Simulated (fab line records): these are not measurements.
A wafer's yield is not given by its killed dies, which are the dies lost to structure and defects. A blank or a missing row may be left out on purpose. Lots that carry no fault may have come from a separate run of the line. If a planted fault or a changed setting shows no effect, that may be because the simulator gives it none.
Matching of chambers	flow gf180mcu	3 sister chambers for GF_V1_CVD_02 on pecvd-01
The step deposits SiO2 from TEOS, target thk 850 nm, time 94.851 s. 14 wafers are shown with their chamber, then 7 later ones without.

== WAFERS WITH THEIR CHAMBER ==
wafer	chamber	heater_power_w (W)
L998.2	0	526
L998.3	1	593
L998.5	0	588
L100.1	1	621
L100.2	2	655
L100.5	2	691
L102.4	2	744
L102.5	1	512
L102.6	0	589
L107.1	0	653
L107.4	2	681
L107.6	0	508
L108.1	2	744
L108.2	0	622

SIGNATURES, as means of the wafers listed above
reading	chamber 0	chamber 1	chamber 2	scatter within a chamber
heater_power_w	581.00	575.33	703.00	50.5
Rule: for each reading, subtract the chamber's mean from the wafer's reading, divide by that reading's scatter and square the result; add these up over the readings and take the root, which gives the wafer's distance from the chamber. The wafer belongs to the nearest chamber; if the next one is less than 2 further off, it can't be placed. The scatter: take each reading less its chamber's mean, square it, sum over the shown wafers, divide by the number of wafers less the number of chambers, and take the root.

== WAFERS WITHOUT THEIR CHAMBER ==
wafer	heater_power_w (W)
L108.3	624
L109.3	654
L109.5	600
L109.6	711
L116.1	604
L116.3	648
L116.5	654

== CHAMBER TAKEN BY EACH ==
wafer	from the rows above	in truth
L108.3	can't be placed: 0 or 1 or 2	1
L109.3	can't be placed: 2 or 0 or 1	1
L109.5	can't be placed: 0 or 1 or 2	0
L109.6	2	2
L116.1	can't be placed: 0 or 1 or 2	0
L116.3	can't be placed: 2 or 0 or 1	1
L116.5	can't be placed: 2 or 0 or 1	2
Placed correctly: 1 of 7. From these rows, 6 cannot be placed; in 6 the true chamber is one of the candidates. Number placed wrongly: 0.
